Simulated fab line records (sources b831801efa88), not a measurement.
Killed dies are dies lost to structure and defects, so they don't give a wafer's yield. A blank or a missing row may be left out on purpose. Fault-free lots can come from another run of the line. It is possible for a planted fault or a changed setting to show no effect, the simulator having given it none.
Which of the tools did it? / flow sky130 / 13 lots with 39 wafers sampled at 5 steps, on a route of 708 steps

== WHAT THE GAUGES READ, wafer by wafer ==
SKY_NWELL_TW_MEAS_26.
lot=L178; measured=day 5 15:13; on=filmMetro-04; NWELL_2_TW=498 497 499
lot=L181; measured=day 6 07:35; on=filmMetro-01; NWELL_2_TW=493 490 490
lot=L180; measured=day 6 08:37; on=filmMetro-03; NWELL_2_TW=503 501 500
lot=L183; measured=day 6 21:19; on=filmMetro-03; NWELL_2_TW=500 497 500
lot=L182; measured=day 6 23:02; on=filmMetro-03; NWELL_2_TW=499 500 499
lot=L184; measured=day 6 23:37; on=filmMetro-01; NWELL_2_TW=493 493 492
lot=L185; measured=day 7 05:14; on=filmMetro-03; NWELL_2_TW=502 499 500
lot=L188; measured=day 7 19:16; on=filmMetro-01; NWELL_2_TW=491 493 488
lot=L192; measured=day 9 00:46; on=filmMetro-04; NWELL_2_TW=497 503 500
lot=L193; measured=day 9 05:52; on=filmMetro-01; NWELL_2_TW=489 489 492
lot=L196; measured=day 9 22:43; on=filmMetro-04; NWELL_2_TW=498 498 498
lot=L199; measured=day 10 15:09; on=filmMetro-03; NWELL_2_TW=501 502 501
lot=L201; measured=day 11 02:02; on=filmMetro-01; NWELL_2_TW=493 491 491

SKY_VT_ADJUST_HVTP_OVL_MEAS_08.
lot=L178; measured=day 6 09:50; on=overlay-01; VT_ADJUST_HVTP_OVL (nm)=0.5 -1.9 0.8
lot=L181; measured=day 7 02:49; on=overlay-02; VT_ADJUST_HVTP_OVL (nm)=1.3 3.0 2.3
lot=L180; measured=day 7 03:56; on=overlay-02; VT_ADJUST_HVTP_OVL (nm)=-0.4 0.1 -0.3
lot=L183; measured=day 7 17:31; on=overlay-01; VT_ADJUST_HVTP_OVL (nm)=1.6 0.0 0.5
lot=L182; measured=day 7 19:40; on=overlay-02; VT_ADJUST_HVTP_OVL (nm)=-2.1 -1.7 -1.8
lot=L184; measured=day 7 20:17; on=overlay-02; VT_ADJUST_HVTP_OVL (nm)=-0.8 0.0 -2.2
lot=L185; measured=day 8 01:36; on=overlay-01; VT_ADJUST_HVTP_OVL (nm)=0.1 -1.0 -1.8
lot=L188; measured=day 8 16:51; on=overlay-01; VT_ADJUST_HVTP_OVL (nm)=2.0 1.0 -0.4
lot=L192; measured=day 9 23:27; on=overlay-02; VT_ADJUST_HVTP_OVL (nm)=-3.3 -1.5 -1.8
lot=L193; measured=day 10 04:34; on=overlay-02; VT_ADJUST_HVTP_OVL (nm)=-2.2 -0.3 -1.0
lot=L196; measured=day 10 21:55; on=overlay-02; VT_ADJUST_HVTP_OVL (nm)=-2.4 -0.8 -1.6
lot=L199; measured=day 11 14:56; on=overlay-02; VT_ADJUST_HVTP_OVL (nm)=1.0 0.8 -0.8
lot=L201; measured=day 12 01:58; on=overlay-01; VT_ADJUST_HVTP_OVL (nm)=-0.5 1.0 0.9

SKY_VT_ADJUST_NCORE_CD_MEAS_07: the cd target is 380 nm.
lot=L178; measured=day 8 21:47; on=cdSem-02; cdNm (nm)=380.3 380.0 380.4
lot=L181; measured=day 9 17:50; on=cdSem-01; cdNm (nm)=378.8 378.3 376.5
lot=L180; measured=day 9 19:20; on=cdSem-01; cdNm (nm)=376.3 376.1 374.1
lot=L183; measured=day 10 09:40; on=cdSem-02; cdNm (nm)=385.9 384.6 383.3
lot=L182; measured=day 10 13:03; on=cdSem-01; cdNm (nm)=377.4 378.8 378.6
lot=L184; measured=day 10 13:20; on=cdSem-02; cdNm (nm)=374.4 378.3 376.7
lot=L185; measured=day 10 20:31; on=cdSem-01; cdNm (nm)=381.3 382.4 379.8
lot=L188; measured=day 11 11:32; on=cdSem-01; cdNm (nm)=384.8 384.3 383.9
lot=L192; measured=day 13 00:11; on=cdSem-01; cdNm (nm)=393.7 394.3 393.2 393.8 394.2 393.1
lot=L193; measured=day 13 04:49; on=cdSem-02; cdNm (nm)=392.1 393.6 392.4 392.3 393.3 392.9
lot=L196; measured=day 14 00:42; on=cdSem-02; cdNm (nm)=375.5 376.4 373.8
lot=L199; measured=day 14 21:26; on=cdSem-01; cdNm (nm)=380.2 381.0 382.6
lot=L201; measured=day 15 10:01; on=cdSem-02; cdNm (nm)=378.1 379.6 380.2

SKY_VT_ADJUST_NCORE_TW_MEAS_11.
lot=L178; measured=day 8 22:11; on=filmMetro-02; VT_ADJUST_NCORE_TW=216.7 216.5 217.2
lot=L181; measured=day 9 18:13; on=filmMetro-03; VT_ADJUST_NCORE_TW=221.0 221.1 220.9
lot=L180; measured=day 9 19:44; on=filmMetro-02; VT_ADJUST_NCORE_TW=218.4 218.5 218.5
lot=L183; measured=day 10 10:04; on=filmMetro-01; VT_ADJUST_NCORE_TW=219.7 219.4 219.2
lot=L182; measured=day 10 13:26; on=filmMetro-03; VT_ADJUST_NCORE_TW=222.2 222.9 222.3
lot=L184; measured=day 10 13:44; on=filmMetro-01; VT_ADJUST_NCORE_TW=218.9 218.6 217.9
lot=L185; measured=day 10 20:53; on=filmMetro-02; VT_ADJUST_NCORE_TW=216.9 217.4 216.7
lot=L188; measured=day 11 11:56; on=filmMetro-01; VT_ADJUST_NCORE_TW=219.4 218.2 216.9
lot=L192; measured=day 13 03:06; on=filmMetro-02; VT_ADJUST_NCORE_TW=216.3 216.0 216.5
lot=L193; measured=day 13 07:07; on=filmMetro-03; VT_ADJUST_NCORE_TW=223.0 222.1 221.2
lot=L196; measured=day 14 01:06; on=filmMetro-01; VT_ADJUST_NCORE_TW=217.9 218.1 218.1
lot=L199; measured=day 14 21:50; on=filmMetro-02; VT_ADJUST_NCORE_TW=218.3 217.8 218.0
lot=L201; measured=day 15 10:23; on=filmMetro-03; VT_ADJUST_NCORE_TW=221.3 222.2 222.3

== WHAT TOOL EACH LOT RAN ON (gives the tool, then ch and the chambers of the sampled wafers, and finally the start) ==
lot=L178; SKY_VT_ADJUST_NCORE_EXPOSE_04=ilineStepper-02 ch 0, day 8 11:22
lot=L181; SKY_VT_ADJUST_NCORE_EXPOSE_04=ilineStepper-02 ch 0, day 9 06:40
lot=L180; SKY_VT_ADJUST_NCORE_EXPOSE_04=ilineStepper-01 ch 0, day 9 07:51
lot=L183; SKY_VT_ADJUST_NCORE_EXPOSE_04=ilineStepper-02 ch 0, day 9 22:37
lot=L182; SKY_VT_ADJUST_NCORE_EXPOSE_04=ilineStepper-01 ch 0, day 10 02:14
lot=L184; SKY_VT_ADJUST_NCORE_EXPOSE_04=ilineStepper-01 ch 0, day 10 02:29
lot=L185; SKY_VT_ADJUST_NCORE_EXPOSE_04=ilineStepper-01 ch 0, day 10 09:04
lot=L188; SKY_VT_ADJUST_NCORE_EXPOSE_04=ilineStepper-02 ch 0, day 10 23:34
lot=L192; SKY_VT_ADJUST_NCORE_EXPOSE_04=ilineStepper-01 ch 0, day 12 11:27
lot=L193; SKY_VT_ADJUST_NCORE_EXPOSE_04=ilineStepper-01 ch 0, day 12 16:23
lot=L196; SKY_VT_ADJUST_NCORE_EXPOSE_04=ilineStepper-02 ch 0, day 13 11:20
lot=L199; SKY_VT_ADJUST_NCORE_EXPOSE_04=ilineStepper-02 ch 0, day 14 07:36
lot=L201; SKY_VT_ADJUST_NCORE_EXPOSE_04=ilineStepper-02 ch 0, day 14 20:27
- SKY_VT_ADJUST_NCORE_EXPOSE_04: exposes mask LVTN COMPLEMENT THIN, target cd 380 nm.

== WHAT THE TOOLS THEMSELVES READ (means of the sampled wafers that have a number; where no wafer has one, the mark that the record gives instead) ==
SKY_VT_ADJUST_NCORE_EXPOSE_04.
lot=L178; tool=ilineStepper-02; exposureDoseMJCm2=138.94; stageVelMmS (mm/s)=499.80
lot=L181; tool=ilineStepper-02; exposureDoseMJCm2=138.98; stageVelMmS (mm/s)=500.13
lot=L180; tool=ilineStepper-01; exposureDoseMJCm2=139.02; stageVelMmS (mm/s)=500.17
lot=L183; tool=ilineStepper-02; exposureDoseMJCm2=138.82; stageVelMmS (mm/s)=500.16
lot=L182; tool=ilineStepper-01; exposureDoseMJCm2=138.99; stageVelMmS (mm/s)=500.14
lot=L184; tool=ilineStepper-01; exposureDoseMJCm2=138.92; stageVelMmS (mm/s)=500.25
lot=L185; tool=ilineStepper-01; exposureDoseMJCm2=138.98; stageVelMmS (mm/s)=500.06
lot=L188; tool=ilineStepper-02; exposureDoseMJCm2=139.01; stageVelMmS (mm/s)=500.17
lot=L192; tool=ilineStepper-01; exposureDoseMJCm2=144.81; stageVelMmS (mm/s)=499.81
lot=L193; tool=ilineStepper-01; exposureDoseMJCm2=144.99; stageVelMmS (mm/s)=499.77
lot=L196; tool=ilineStepper-02; exposureDoseMJCm2=138.91; stageVelMmS (mm/s)=500.38
lot=L199; tool=ilineStepper-02; exposureDoseMJCm2=138.86; stageVelMmS (mm/s)=500.11
lot=L201; tool=ilineStepper-02; exposureDoseMJCm2=138.92; stageVelMmS (mm/s)=499.96

== THE ANSWER, worked out from the rows above alone ==
Rule: what is usual is taken from the lots themselves. Put in order of their means at a reading, lots are off if they are a third of the lots or fewer, leave a main group of 4 or more, and stand apart from it by a gap of 3 or more times the standard deviation of the main group's means; of several such gaps the widest counts. Not used: any main group whose means are identical at the precision the tables above print for the reading. A lot without any number at a reading at which 4 lots or more have one is off too. Where the step has rows for the other lots, those lots are counted as sound. The gauges are gone through in route order, then the tools' own readings, and for those a lot's mean is taken as printed above. The first step at which some lot is off is used, and at that step the reading that is off furthest; a lot without a number counts as furthest.
Off: L192, L193, at SKY_VT_ADJUST_NCORE_EXPOSE_04 (exposureDoseMJCm2). The main group has a mean of 138.94 with a standard deviation of 0.06.
A tool fits if, at that step or a process step before it, it ran every lot that is off, and no sound lot after the first of them. One fits: ilineStepper-01 at SKY_VT_ADJUST_NCORE_EXPOSE_04. A fault onset in the window from L185 (day 10 09:04, its last sound lot) to L192 (day 12 11:27, its first lot off) fits.
On the lots that are off, the tool's own readings at SKY_VT_ADJUST_NCORE_EXPOSE_04 differ by more than 5 times the standard deviation of the sound lots' means, which bears it out; exposureDoseMJCm2 reads 144.90 there versus 138.94 on the sound lots.

== WHAT HAD BEEN PUT IN BY THE SIMULATOR ==
Drift in process parameters on ilineStepper-01 at SKY_VT_ADJUST_NCORE_EXPOSE_04, starting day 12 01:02. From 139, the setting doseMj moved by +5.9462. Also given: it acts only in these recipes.
Shown lots that were struck: L192, L193. The same result came from the rule above.
